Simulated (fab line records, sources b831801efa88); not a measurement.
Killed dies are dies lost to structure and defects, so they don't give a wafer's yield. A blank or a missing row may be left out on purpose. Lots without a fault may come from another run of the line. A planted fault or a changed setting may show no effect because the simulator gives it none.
fab line records | flow sky130
record lots=6 wafers=18 last_day=50
route steps=708 shown LDD_HVP@288 LDD_LDN@289 SPACER@304 POLY_CUT@307 SD_P@320 PAD_OPEN@708
lots that met no fault: from a run of the same line without faults
start_h: hours from the record's first day to the start of the lot's first wafer shown | wait_h: hours since the lot's step before | " the same as in the row above | L1.1+2: a row that stands for several wafers | - no value, or no start given | * or withheld: withheld | < > ~ a bound
route shown NAME@n: a module of which the file shows steps, and the number in the route of the first | usual: mean/standard deviation of fault-free wafers | same: alike in all rows | chamber/n: place in a boat | sites: the reading at each site | _std_site: their standard deviation | _edge_site: outer sites' mean less inner sites' | radius_mm: how far each site lies from the wafer's centre | mask NAME#n: copy n | behind: the tool/chamber that last shaped the wafer | hold: why the lot was held/for how many hours/how that ended | device: the transistor (n, p or np) that didn't switch | end of line: the same wafers' tests at the end of the route | a step without rows: its recipe alone | killed: dies lost to structure and defects at the first sort, not the wafer's yield | map: a wafer's dies, x killed, . not, _ none there
set.NAME: the setting as run; set.NAME@STEP: as run at that earlier step | model.NAME: the simulator's own value behind a step, which no gauge read
lots at some steps of the route; a table a step, a row a wafer
services: from which hour (start_h, from the record's first day; less than 0 if before it) a tool's chamber was out of use, for how many hours, and why
## steps
# step SKY_LDD_HVP_TW_MEAS_10
# usual LDD_HVP_TW=456/4.6
# columns lot.wafer tool chamber start_h wait_h LDD_HVP_TW
L828.2 film_metro-03 - 496.15 0.1 454
L828.4 " - " " 454
L828.6 " - " " 456
L834.1 film_metro-04 - 557.54 0.1 461
L834.5 " - " " 462
L834.6 " - " " 461
L839.2 film_metro-03 - 593.33 0.1 455
L839.4 " - " " 453
L839.6 " - " " 455
L842.2 film_metro-03 - 621.49 0.1 454
L842.4 " - " " 452
L842.5 " - " " 451
L850.2 film_metro-02 - 694.89 0.1 449
L850.3 " - " " 449
L850.4 " - " " 450
L851.1 film_metro-02 - 703.78 0.1 455
L851.2 " - " " 452
L851.6 " - " " 453
# step SKY_LDD_LDN_DEHYDRATE_00
# recipe temp_c=200 time_s=60
# step SKY_LDD_LDN_HMDS_01
# recipe prime_time_s=60 prime_temp_c=120
# step SKY_LDD_LDN_COAT_02
# recipe resist=NOVOLAK spin_rpm=3000 resist_thk_nm=1140
# step SKY_LDD_LDN_SOFTBAKE_03
# recipe temp_c=90 time_s=60 resist=NOVOLAK
# step SKY_LDD_LDN_EXPOSE_04
# recipe mask_id=LDNTM na=0.6 source_shape=conventional sigma_outer=0.6 polarization=unpolarized target_cd_nm=700 dose_mj=140
# step SKY_LDD_LDN_PEB_05
# recipe temp_c=withheld time_s=* resist=NOVOLAK
# step SKY_LDD_LDN_DEVELOP_06
# recipe resist=NOVOLAK developer=TMAH develop_time_s=60 dev_temp_c=23
# step SKY_LDD_LDN_OVL_MEAS_07
# usual LDD_LDN_OVL=-0.1/1.4
# columns lot.wafer tool chamber start_h wait_h LDD_LDN_OVL[nm]
L828.2 overlay-01 - 526.50 0.1 -0.5
L828.4 " - " " -0.4
L828.6 " - " " 0.2
L834.1 overlay-02 - 587.38 0.1 -1.6
L834.5 " - " " -0.8
L834.6 " - " " -0.5
L839.2 overlay-01 - 622.58 0.1 1.4
L839.4 " - " " 1.4
L839.6 " - " " 1.6
L842.2 overlay-01 - 650.08 0.1 1.5
L842.4 " - " " 1.4
L842.5 " - " " 3.2
L850.2 overlay-01 - 722.36 0.1 1.1
L850.3 " - " " 1.3
L850.4 " - " " 2.8
L851.1 overlay-01 - 731.43 0.1 0.2
L851.2 " - " " 0.3
L851.6 " - " " -1.0
# step SKY_LDD_LDN_IMPLANT_08
# recipe species=As energy_kev=15 dose_cm2=1.25e+13 tilt_deg=withheld rotation_deg=23
# step SKY_LDD_LDN_IMPLANT_09
# recipe species=As energy_kev=15 dose_cm2=1.25e+13 tilt_deg=withheld rotation_deg=113
# step SKY_LDD_LDN_IMPLANT_10
# recipe species=As energy_kev=15 dose_cm2=1.25e+13 tilt_deg=withheld rotation_deg=203
# step SKY_LDD_LDN_IMPLANT_11
# recipe species=As energy_kev=15 dose_cm2=1.25e+13 tilt_deg=withheld rotation_deg=293
# usual faraday_current_uA=70.4/1.3
# columns lot.wafer tool chamber start_h wait_h faraday_current_uA
L828.2 implanter-03 0 527.00 0.1 70.9
L828.4 " 0 " " 69.7
L828.6 " 0 " " 71.3
L834.1 implanter-02 0 587.86 0.1 71.5
L834.5 " 0 " " 68.6
L834.6 " 0 " " 69.0
L839.2 implanter-02 0 623.09 0.1 70.2
L839.4 " 0 " " 70.7
L839.6 " 0 " " 70.3
L842.2 implanter-02 0 650.59 0.1 71.4
L842.4 " 0 " " 73.1
L842.5 " 0 " " 70.7
L850.2 implanter-04 0 722.86 0.1 72.6
L850.3 " 0 " " 68.4
L850.4 " 0 " " 70.5
L851.1 implanter-03 0 731.92 0.1 69.1
L851.2 " 0 " " 70.9
L851.6 " 0 " " 70.8
# step SKY_LDD_LDN_STRIP_12
# recipe chemistry=O2/N2 power_w=1400 pressure_mtorr=1500 platen_temp_c=withheld o2_flow_sccm=3000 n2_flow_sccm=300 overash_fraction=0.5
# usual drypump_motor_current_A=6.13/0.17 o2_flow_sccm=3000/8.2 oes_product_au=0.716/0.0048 strip_time_to_endpoint_s=14.19/0.04
# columns lot.wafer tool chamber start_h wait_h drypump_motor_current_A o2_flow_sccm oes_product_au rf_hours_counter_h strip_time_to_endpoint_s
L828.2 plasma_asher-02 1 527.13 0.1 6.32 3003 0.717 75 14.14
L828.4 " 0 " " 6.03 3006 0.711 - 14.16
L828.6 " 1 " " 6.31 3003 0.718 - 14.14
L834.1 plasma_asher-02 0 588.01 0.1 6.10 3013 0.720 81 14.22
L834.5 " 0 " " 6.11 3007 0.721 - 14.22
L834.6 " 1 " " 6.32 3001 0.710 - 14.19
L839.2 plasma_asher-04 1 623.21 0.1 6.11 2992 0.723 19 14.23
L839.4 " 0 " " 6.23 3001 0.712 - 14.17
L839.6 " 1 " " 6.11 2984 0.717 - 14.17
L842.2 plasma_asher-04 0 650.71 0.1 6.25 2999 0.716 23 14.23
L842.4 " 0 " " 6.22 3006 0.723 - 14.22
L842.5 " 0 " " 6.24 3009 0.712 - 14.20
L850.2 plasma_asher-03 0 722.99 0.1 5.70 2995 0.712 57 14.17
L850.3 " 0 " " 5.70 2997 0.718 - 14.21
L850.4 " 1 " " 6.18 2992 0.714 - 14.20
L851.1 plasma_asher-02 1 732.07 0.1 6.32 2993 0.709 94 14.20
L851.2 " 0 " " 6.05 3009 0.715 94 14.16
L851.6 " 1 " " 6.31 2995 0.712 - 14.14
# step SKY_LDD_LDN_TW_MEAS_13
# usual LDD_LDN_TW=1477/16
# columns lot.wafer tool chamber start_h wait_h LDD_LDN_TW
L828.2 film_metro-01 - 527.24 0.1 1475
L828.4 " - " " 1479
L828.6 " - " " 1473
L834.1 film_metro-02 - 588.11 0.1 1456
L834.5 " - " " 1453
L834.6 " - " " 1458
L839.2 film_metro-01 - 623.32 0.1 1473
L839.4 " - " " 1476
L839.6 " - " " 1480
L842.2 film_metro-02 - 650.82 0.1 1459
L842.4 " - " " 1463
L842.5 " - " " 1459
L850.2 film_metro-01 - 723.10 0.1 1474
L850.3 " - " " 1480
L850.4 " - " " 1471
L851.1 film_metro-01 - 732.17 0.1 1465
L851.2 " - " " 1475
L851.6 " - " " 1467
# step SKY_LDD_LDN_CLEAN_14
# recipe chemistry=SC1/SC2 mix=1:4:20 temp_c=70 time_s=150 dry=n2_spin
# step SKY_SPACER_CVD_00
# recipe material=Si3N4 precursor=DCS/NH3 target_thk_nm=43.1 temp_c=770 time_s=740 pressure_mtorr=250
# step SKY_SPACER_THK_MEAS_01
# recipe reads=Si3N4_of_SPACER_CVD_00
# usual SPACER_CVD_00_THK=43.2/0.42
# columns lot.wafer tool chamber start_h wait_h SPACER_CVD_00_THK[nm]
L828.2 film_metro-03 - 529.16 0.0 43.0
L828.4 " - " " 42.7
L828.6 " - " " 42.9
L834.1 film_metro-04 - 590.03 0.0 42.7
L834.5 " - " " 42.8
L834.6 " - " " 42.9
L839.2 film_metro-03 - 626.87 0.0 43.8
L839.4 " - " " 43.5
L839.6 " - " " 43.7
L842.2 film_metro-03 - 652.74 0.0 43.0
L842.4 " - " " 43.2
L842.5 " - " " 43.5
L850.2 film_metro-04 - 725.53 0.0 43.2
L850.3 " - " " 43.4
L850.4 " - " " 43.2
L851.1 film_metro-04 - 734.08 0.0 43.3
L851.2 " - " " 42.8
L851.6 " - " " 43.0
# step SKY_SPACER_ETCHBACK_02
# recipe chemistry=CH3F/O2 target=Si3N4 stop_on=SiO2 source_w=400 bias_w=80 pressure_mtorr=25 ch3f_flow_sccm=40 O2_flow_sccm=30 time_s=46.7 target_depth_a=450
# usual drypump_motor_current_A=5.8/0.57 oes_product_au=0.855/0.0066 throttle_valve_pct=10.563/0.0094
# columns lot.wafer tool chamber start_h wait_h drypump_motor_current_A oes_product_au rf_hours_counter_h throttle_valve_pct
L828.2 rie_diel-02 2 529.21 0.0 5.4 0.853 3 10.575
L828.4 " 0 " " 6.2 0.852 61 10.577
L828.6 " 0 " " 6.2 0.846 - 10.572
L834.1 rie_diel-04 3 590.09 0.1 5.2 0.853 5 10.565
L834.5 " 2 " " 5.9 0.844 - 10.564
L834.6 " 3 " " 5.2 0.850 - 10.559
L839.2 rie_diel-03 1 626.92 0.0 6.7 0.863 64 10.558
L839.4 " 2 " " 5.7 0.865 47 10.569
L839.6 " 3 " " 6.4 0.858 - 10.566
L842.2 rie_diel-02 1 652.79 0.0 4.8 0.854 10 10.557
L842.4 " 1 " " 4.9 0.855 - 10.566
L842.5 " 2 " " 5.5 0.861 - 10.558
L850.2 rie_diel-03 1 725.58 0.0 6.7 0.859 1 10.570
L850.3 " 0 " " 5.7 0.864 5 10.557
L850.4 " 2 " " 5.7 0.864 50 10.554
L851.1 rie_diel-03 1 734.14 0.1 6.6 0.853 1 10.560
L851.2 " 2 " " 5.7 0.853 50 10.561
L851.6 " 0 " " 5.7 0.844 - 10.575
# step SKY_POLY_CUT_DEHYDRATE_00
# recipe temp_c=200 time_s=60
# step SKY_POLY_CUT_HMDS_01
# recipe prime_time_s=60 prime_temp_c=120
# step SKY_POLY_CUT_COAT_02
# recipe resist=BARC temp_c=withheld time_s=withheld spin_rpm=3000 resist_thk_nm=60
# step SKY_POLY_CUT_COAT_03
# recipe resist=KrF-thick spin_rpm=3000 resist_thk_nm=450
# step SKY_POLY_CUT_SOFTBAKE_04
# recipe temp_c=100 time_s=90 resist=KrF-thick
# step SKY_POLY_CUT_EXPOSE_05
# recipe mask_id=NPCM na=0.8 source_shape=annular sigma_inner=0.55 sigma_outer=0.85 target_cd_nm=270 dose_mj=32
# step SKY_POLY_CUT_PEB_06
# recipe peb_temp_c=withheld peb_time_s=withheld resist=KrF-thick
# step SKY_POLY_CUT_DEVELOP_07
# recipe develop_time_s=60 resist=KrF-thick dev_temp_c=21
# step SKY_POLY_CUT_CD_MEAS_08
# recipe target_cd_nm=270
# usual cd_nm=269.8/1.2
# columns lot.wafer tool chamber start_h wait_h cd_nm
L828.2 cd_sem-01 - 559.50 - 269.2
L828.4 " - " " 269.6
L828.6 " - " " 270.6
L834.1 cd_sem-02 - 619.23 - 267.8
L834.5 " - " " 269.4
L834.6 " - " " 268.7
L839.2 cd_sem-01 - 655.61 - 267.4
L839.4 " - " " 269.0
L839.6 " - " " 268.9
L842.2 cd_sem-02 - 680.91 - 271.9
L842.4 " - " " 271.2
L842.5 " - " " 270.8
L850.2 cd_sem-01 - 753.10 - 268.3
L850.3 " - " " 268.8
L850.4 " - " " 268.8
L851.1 cd_sem-01 - 760.89 - 270.2
L851.2 " - " " 268.1
L851.6 " - " " 270.3
# step SKY_POLY_CUT_OVL_MEAS_09
# usual POLY_CUT_OVL=1/6.2
# columns lot.wafer tool chamber start_h wait_h POLY_CUT_OVL[nm]
L828.2 overlay-02 - 559.60 0.1 7
L828.4 " - " " 5
L828.6 " - " " -2
L834.1 overlay-01 - 619.35 0.1 0
L834.5 " - " " 0
L834.6 " - " " 12
L839.2 overlay-02 - 655.71 0.1 2
L839.4 " - " " -1
L839.6 " - " " 8
L842.2 overlay-01 - 681.01 0.1 3
L842.4 " - " " 5
L842.5 " - " " 10
L850.2 overlay-01 - 753.21 0.1 5
L850.3 " - " " 0
L850.4 " - " " 6
L851.1 overlay-01 - 761.01 0.1 -4
L851.2 " - " " 0
L851.6 " - " " 5
# step SKY_POLY_CUT_ETCH_10
# recipe chemistry=N2/H2 target=BARC ion_energy_ev=200 source_w=500 bias_w=100 pressure_mtorr=30 n2_flow_sccm=100 h2_flow_sccm=200 stop_on=SiO2 time_s=45.9 target_depth_a=600
# usual drypump_motor_current_A=5.9/0.48 oes_product_au=0.855/0.0052 throttle_valve_pct=13.224/0.0095
# columns lot.wafer tool chamber start_h wait_h drypump_motor_current_A oes_product_au rf_hours_counter_h throttle_valve_pct
L828.2 rie_diel-03 2 559.63 0.0 5.7 0.851 45 13.232
L828.4 " 0 " " 5.7 0.854 0 13.217
L828.6 " 0 " " 5.7 0.855 - 13.239
L834.1 rie_diel-01 3 619.38 0.0 5.4 0.852 35 13.211
L834.5 " 0 " " 6.2 0.853 - 13.211
L834.6 " 3 " " 5.4 0.855 - 13.224
L839.2 rie_diel-01 3 655.74 0.0 5.4 0.858 36 13.216
L839.4 " 2 " " 5.9 0.856 12 13.227
L839.6 " 2 " " 5.9 0.856 - 13.213
L842.2 rie_diel-04 2 681.04 0.0 5.9 0.846 29 13.224
L842.4 " 0 " " 6.1 0.856 10 13.223
L842.5 " 1 " " 5.0 0.853 - 13.227
L850.2 rie_diel-04 1 753.24 0.0 5.0 0.859 15 13.219
L850.3 " 3 " " 5.2 0.852 8 13.241
L850.4 " 2 " " 5.9 0.848 31 13.233
L851.1 rie_diel-04 3 761.04 0.0 5.2 0.858 8 13.214
L851.2 " 0 " " 6.1 0.856 11 13.224
L851.6 " 0 " " 6.1 0.856 - 13.248
# step SKY_POLY_CUT_ETCH_11
# recipe target=Si3N4 chemistry=CF4/CH2F2/Ar stop_on=poly-Si source_w=600 bias_w=150 pressure_mtorr=40 cf4_flow_sccm=40 ch2f2_flow_sccm=20 Ar_flow_sccm=150 time_s=42.5 target_depth_a=600
# usual drypump_motor_current_A=5.8/0.48 oes_product_au=0.828/0.0058 throttle_valve_pct=14.994/0.0088
# columns lot.wafer tool chamber start_h wait_h drypump_motor_current_A oes_product_au rf_hours_counter_h throttle_valve_pct
L828.2 rie_diel-03 2 559.68 0.0 5.7 0.816 45 14.983
L828.4 " 0 " " 5.7 0.821 0 14.991
L828.6 " 0 " " 5.7 0.818 - 14.999
L834.1 rie_diel-01 3 619.43 0.0 5.4 0.831 35 15.006
L834.5 " 0 " " 6.2 0.830 - 14.990
L834.6 " 3 " " 5.4 0.828 - 14.989
L839.2 rie_diel-01 3 655.79 0.0 5.4 0.828 36 14.988
L839.4 " 2 " " 5.9 0.821 12 15.006
L839.6 " 2 " " 5.9 0.835 - 14.992
L842.2 rie_diel-04 2 681.09 0.0 5.9 0.823 29 14.994
L842.4 " 0 " " 6.1 0.832 10 14.993
L842.5 " 1 " " 5.1 0.827 - 14.987
L850.2 rie_diel-04 1 753.28 0.0 5.0 0.832 15 15.008
L850.3 " 3 " " 5.2 0.817 8 15.007
L850.4 " 2 " " 5.9 0.819 31 14.995
L851.1 rie_diel-04 3 761.09 0.0 5.2 0.827 8 14.990
L851.2 " 0 " " 6.1 0.839 11 15.008
L851.6 " 0 " " 6.1 0.834 - 15.000
# step SKY_POLY_CUT_STRIP_12
# recipe chemistry=O2/N2 power_w=1400 pressure_mtorr=1500 platen_temp_c=withheld o2_flow_sccm=3000 n2_flow_sccm=300 overash_fraction=0.5
# usual drypump_motor_current_A=5.98/0.28 o2_flow_sccm=3001/8.9 oes_product_au=0.452/0.0049 strip_time_to_endpoint_s=5.366/0.02
# columns lot.wafer tool chamber start_h wait_h drypump_motor_current_A o2_flow_sccm oes_product_au rf_hours_counter_h strip_time_to_endpoint_s
L828.2 plasma_asher-03 1 559.72 0.0 6.19 2995 0.456 41 5.389
L828.4 " 0 " " 5.70 3026 0.445 - 5.378
L828.6 " 1 " " 6.19 2996 0.453 - 5.404
L834.1 plasma_asher-01 1 619.47 0.0 5.46 3008 0.457 93 5.399
L834.5 " 0 " " 5.78 3021 0.441 - 5.399
L834.6 " 1 " " 5.49 3003 0.447 - 5.387
L839.2 plasma_asher-01 0 655.83 0.0 5.81 2999 0.452 97 5.382
L839.4 " 0 " " 5.82 3009 0.448 - 5.355
L839.6 " 0 " " 5.79 3005 0.447 - 5.355
L842.2 plasma_asher-03 0 681.13 0.0 5.71 3008 0.446 53 5.363
L842.4 " 0 " " 5.72 3011 0.453 - 5.367
L842.5 " 0 " " 5.70 3009 0.448 - 5.342
L850.2 plasma_asher-02 1 753.32 0.0 6.35 3000 0.454 96 5.342
L850.3 " 0 " " 6.11 2997 0.451 - 5.337
L850.4 " 1 " " 6.37 2996 0.455 - 5.345
L851.1 plasma_asher-02 1 761.13 0.0 6.33 3015 0.456 97 5.361
L851.2 " 0 " " 6.06 2977 0.457 97 5.358
L851.6 " 1 " " 6.33 3000 0.453 - 5.325
# step SKY_SD_P_DEHYDRATE_00
# recipe temp_c=200 time_s=60
# step SKY_SD_P_HMDS_01
# recipe prime_time_s=60 prime_temp_c=120
# step SKY_SD_P_COAT_02
# recipe resist=NOVOLAK spin_rpm=3000 resist_thk_nm=1140
# step SKY_SD_P_SOFTBAKE_03
# recipe temp_c=90 time_s=60 resist=NOVOLAK
# step SKY_SD_P_EXPOSE_04
# recipe mask_id=PSDM na=0.6 source_shape=conventional sigma_outer=0.6 polarization=unpolarized target_cd_nm=380 dose_mj=138
# step SKY_SD_P_PEB_05
# recipe temp_c=withheld time_s=* resist=NOVOLAK
# step SKY_SD_P_DEVELOP_06
# recipe resist=NOVOLAK developer=TMAH develop_time_s=60 dev_temp_c=23
# step SKY_SD_P_CD_MEAS_07
# recipe target_cd_nm=380
# usual cd_nm=380.4/2.5
# columns lot.wafer tool chamber start_h wait_h cd_nm
L828.2 cd_sem-02 - 589.51 0.1 383.9
L828.4 " - " " 382.9
L828.6 " - " " 381.7
L834.1 cd_sem-01 - 648.19 0.1 379.7
L834.5 " - " " 379.0
L834.6 " - " " 379.5
L839.2 cd_sem-01 - 684.21 0.1 377.9
L839.4 " - " " 379.0
L839.6 " - " " 378.3
L842.2 cd_sem-02 - 708.90 0.1 382.6
L842.4 " - " " 384.0
L842.5 " - " " 381.2
L850.2 cd_sem-01 - 779.90 0.1 379.7
L850.3 " - " " 381.0
L850.4 " - " " 379.2
L851.1 cd_sem-01 - 787.89 0.1 380.2
L851.2 " - " " 380.9
L851.6 " - " " 379.7
# step SKY_SD_P_OVL_MEAS_08
# usual SD_P_OVL=-1.4/1.4
# columns lot.wafer tool chamber start_h wait_h SD_P_OVL[nm]
L828.2 overlay-02 - 589.62 0.1 0.5
L828.4 " - " " -0.2
L828.6 " - " " -1.9
L834.1 overlay-01 - 648.31 0.1 -0.1
L834.5 " - " " -1.7
L834.6 " - " " 1.3
L839.2 overlay-02 - 684.32 0.1 -1.0
L839.4 " - " " -1.4
L839.6 " - " " -2.1
L842.2 overlay-02 - 709.01 0.1 -0.9
L842.4 " - " " -1.0
L842.5 " - " " -1.7
L850.2 overlay-02 - 780.01 0.1 -3.0
L850.3 " - " " -0.5
L850.4 " - " " -2.4
L851.1 overlay-01 - 788.01 0.1 -0.9
L851.2 " - " " -0.3
L851.6 " - " " 1.8
# step SKY_SD_P_IMPLANT_09
# recipe species=BF2 energy_kev=20 dose_cm2=3e+15 tilt_deg=0
# step SKY_PAD_OPEN_PROBE_99
# usual killed_at_M0_to_M3=43/6.8 killed_at_M4_up=3.3/2.1 killed_at_contacts=24/5 killed_at_front_end=15/4.4 killed_at_other=0.3/0.57 killed_dies=86/9.7 killed_open=47/7.3 killed_short=39/6.1
# same gross_dies=492 killed_at_back_side=0
# columns lot.wafer tool chamber start_h wait_h killed_at_M0_to_M3 killed_at_M4_up killed_at_contacts killed_at_front_end killed_at_other killed_dies killed_open killed_short model.etest.tip_sonos.rs_ohm_sq_range
L828.2 prober-02 - 1078.57 0.1 40 5 32 12 0 89 55 34 30.07
L828.4 prober-02 - 1078.67 0.2 22 3 26 23 0 74 45 29 50.2
L828.6 prober-02 - 1078.77 0.2 46 2 16 24 0 88 46 42 33.7
L834.1 prober-02 - 1120.82 0.1 40 1 26 11 0 78 43 35 55.97
L834.5 prober-02 - 1121.02 0.2 39 3 19 16 0 77 33 44 39.72
L834.6 prober-02 - 1121.07 0.2 49 3 23 18 1 94 59 34 41.28
L839.2 prober-01 - 1143.43 0.1 45 7 23 8 0 83 39 42 72.74
L839.4 prober-01 - 1143.53 0.2 48 6 22 8 0 84 40 44 93.65
L839.6 prober-01 - 1143.63 0.2 46 6 23 14 0 89 46 43 65.51
L842.2 prober-02 - 1157.37 0.1 46 3 29 20 0 98 51 45 75.19
L842.4 prober-02 - 1157.47 0.2 38 5 34 16 0 93 55 37 82.81
L842.5 prober-02 - 1157.52 0.2 39 1 29 13 0 82 46 36 102.8
L850.2 prober-02 - 1204.08 0.1 47 3 26 17 0 93 46 47 42.24
L850.3 prober-02 - 1204.13 0.2 43 0 27 10 0 80 36 44 21.37
L850.4 prober-02 - 1204.18 0.2 40 1 31 19 0 91 50 41 49.1
L851.1 prober-01 - 1206.46 0.1 42 2 19 22 0 85 41 43 22.12
L851.2 prober-01 - 1206.51 0.1 43 1 31 17 0 92 47 43 24.57
L851.6 prober-01 - 1206.71 0.2 38 0 26 21 1 86 47 38 49.54
# killed by level:class
L828.2 CONTACT:geometric_particle:open=12 VIA2:geometric_particle:open=11 VIA1:geometric_particle:open=10 LI_CONTACT:geometric_particle:open=8 FIELD_ISO:geometric_particle:short=6 METAL4:geometric_particle:short=5 METAL1:geometric_particle:short=5 CONTACT:geometric_particle:short=4
L828.4 CONTACT:geometric_particle:open=10 POLY_GATE:geometric_particle:open=6 LI_CONTACT:geometric_particle:open=6 POLY_GATE:geometric_particle:short=5 VIA3:geometric_particle:open=5 FIELD_ISO:geometric_particle:open=4 LOCAL_INTERCONNECT:geometric_particle:short=4 VIA1:geometric_particle:open=4
L828.6 VIA1:geometric_particle:open=10 VIA3:geometric_particle:open=9 FIELD_ISO:geometric_particle:short=8 LI_CONTACT:geometric_particle:open=6 FIELD_ISO:geometric_particle:open=5 POLY_GATE:geometric_particle:open=5 POLY_GATE:geometric_particle:short=5 CONTACT:geometric_particle:open=5
L834.1 CONTACT:geometric_particle:open=10 VIA1:geometric_particle:open=10 LI_CONTACT:geometric_particle:open=7 METAL2:geometric_particle:short=6 VIA1:geometric_particle:short=5 CONTACT:geometric_particle:short=4 METAL1:geometric_particle:short=4 VIA2:geometric_particle:open=4
L834.5 CONTACT:geometric_particle:open=8 POLY_GATE:geometric_particle:short=6 VIA1:geometric_particle:short=6 VIA1:geometric_particle:open=6 VIA2:geometric_particle:short=6 METAL2:geometric_particle:short=5 METAL3:geometric_particle:short=5 VIA3:geometric_particle:open=5
L834.6 VIA3:geometric_particle:open=11 VIA1:geometric_particle:open=10 CONTACT:geometric_particle:open=9 VIA2:geometric_particle:open=8 POLY_GATE:geometric_particle:open=6 CONTACT:geometric_particle:short=5 VIA1:geometric_particle:short=5 LI_CONTACT:geometric_particle:open=4
L839.2 LI_CONTACT:geometric_particle:open=9 CONTACT:geometric_particle:short=9 VIA1:geometric_particle:open=8 METAL2:geometric_particle:short=7 VIA1:geometric_particle:short=6 VIA3:geometric_particle:open=6 VIA2:geometric_particle:open=5 METAL1:geometric_particle:short=4
L839.4 CONTACT:geometric_particle:open=9 VIA1:geometric_particle:open=8 VIA2:geometric_particle:open=8 VIA1:geometric_particle:short=7 METAL2:geometric_particle:short=6 LI_CONTACT:geometric_particle:open=5 METAL4:geometric_particle:short=5 CONTACT:geometric_particle:short=4
L839.6 VIA1:geometric_particle:open=9 LI_CONTACT:geometric_particle:open=7 CONTACT:geometric_particle:open=7 FIELD_ISO:geometric_particle:open=6 METAL4:geometric_particle:short=6 VIA1:geometric_particle:short=5 METAL2:geometric_particle:short=5 METAL3:geometric_particle:short=5
L842.2 CONTACT:geometric_particle:open=11 VIA1:geometric_particle:short=10 VIA1:geometric_particle:open=8 LI_CONTACT:geometric_particle:open=8 VIA2:geometric_particle:open=7 FIELD_ISO:geometric_particle:open=6 CONTACT:geometric_particle:short=5 FIELD_ISO:geometric_particle:short=4
L842.4 LI_CONTACT:geometric_particle:open=11 VIA1:geometric_particle:open=11 CONTACT:geometric_particle:open=10 VIA1:geometric_particle:short=6 VIA3:geometric_particle:open=6 POLY_GATE:geometric_particle:open=5 METAL2:geometric_particle:short=5 VIA2:geometric_particle:open=5
L842.5 VIA1:geometric_particle:open=12 CONTACT:geometric_particle:short=8 LI_CONTACT:geometric_particle:open=6 CONTACT:geometric_particle:open=6 VIA1:geometric_particle:short=6 FIELD_ISO:geometric_particle:short=4 LOCAL_INTERCONNECT:geometric_particle:open=4 VIA2:geometric_particle:open=4
L850.2 CONTACT:geometric_particle:open=8 LI_CONTACT:geometric_particle:open=7 CONTACT:geometric_particle:short=7 VIA1:geometric_particle:open=7 VIA2:geometric_particle:open=7 VIA3:geometric_particle:open=7 POLY_GATE:geometric_particle:short=5 VIA3:geometric_particle:short=5
L850.3 VIA1:geometric_particle:short=9 CONTACT:geometric_particle:short=7 CONTACT:geometric_particle:open=7 LOCAL_INTERCONNECT:geometric_particle:short=6 VIA1:geometric_particle:open=6 VIA2:geometric_particle:open=6 FIELD_ISO:geometric_particle:open=5 LI_CONTACT:geometric_particle:open=5
L850.4 LI_CONTACT:geometric_particle:open=14 VIA2:geometric_particle:short=9 VIA1:geometric_particle:open=8 FIELD_ISO:geometric_particle:open=7 CONTACT:geometric_particle:open=6 CONTACT:geometric_particle:short=5 VIA3:geometric_particle:open=5 METAL2:geometric_particle:short=4
L851.1 VIA3:geometric_particle:open=9 CONTACT:geometric_particle:open=9 METAL1:geometric_particle:short=9 FIELD_ISO:geometric_particle:short=8 VIA1:geometric_particle:open=6 VIA2:geometric_particle:open=6 POLY_GATE:geometric_particle:short=5 POLY_GATE:geometric_particle:open=5
L851.2 CONTACT:geometric_particle:open=13 CONTACT:geometric_particle:short=9 VIA1:geometric_particle:open=8 FIELD_ISO:geometric_particle:short=7 VIA3:geometric_particle:short=6 LI_CONTACT:geometric_particle:open=6 VIA2:geometric_particle:open=6 METAL1:geometric_particle:short=5
L851.6 LI_CONTACT:geometric_particle:open=9 VIA1:geometric_particle:open=9 CONTACT:geometric_particle:open=7 VIA2:geometric_particle:short=6 VIA3:geometric_particle:open=5 METAL1:geometric_particle:short=5 POLY_GATE:geometric_particle:open=4 LOCAL_INTERCONNECT:geometric_particle:short=4
## services
# columns tool chamber start_h hours kind
rie_diel-01 1 521.16 13.9 repair
plasma_asher-03 - 522.08 15.6 pm
plasma_asher-01 - 527.63 2.8 pm
rie_diel-01 3 538.70 1.2 repair
rie_diel-02 3 547.82 14.2 repair
rie_diel-03 2 551.29 3.4 repair
rie_diel-04 0 555.26 4.6 repair
plasma_asher-04 - 564.10 0.8 repair
rie_diel-02 - 573.53 15.6 pm
rie_diel-04 0 578.99 7.2 repair
plasma_asher-02 - 581.26 2.8 pm
rie_diel-02 - 593.01 0.3 repair
rie_diel-02 2 595.13 4.3 repair
rie_diel-02 1 604.66 3.9 repair
rie_diel-01 3 611.26 4.2 repair
plasma_asher-02 - 619.50 15.6 pm
rie_diel-03 3 638.15 3.8 repair
plasma_asher-03 - 643.88 1.2 repair
implanter-02 - 671.65 0.5 repair
plasma_asher-03 - 674.02 4.0 pm
rie_diel-01 1 694.27 5.4 repair
rie_diel-04 - 714.74 0.6 repair
rie_diel-04 - 733.48 0.6 repair
rie_diel-04 2 753.75 4.8 repair
## key
first_sign none at tools or gauges
model_effect step=SKY_PAD_OPEN_PROBE_99 value=etest.tip_sonos.rs_ohm_sq_range without=30.96 struck=82.12
met_at SKY_LDD_LDN_IMPLANT_11
struck_wafers L839.2,L839.4,L839.6,L842.2,L842.4,L842.5
tester_left_out L839,L842
onset_between 587.86 623.09
also_fits SKY_LDD_LDN_STRIP_12:plasma_asher-04
fault kind=process_parameter_drift tool=implanter-02 chamber=- onset_h=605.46 steps=SKY_LDD_LDN_IMPLANT_11 channel=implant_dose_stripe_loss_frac offset=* shape=step end_h=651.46
# tester_left_out: of these lots the tester's yield and bins aren't shown, on N5 and GAA mostly nor the transistor test; their killed dies are dies lost to structure and defects alone, not to doping, threshold or leakage, so they don't give the yield
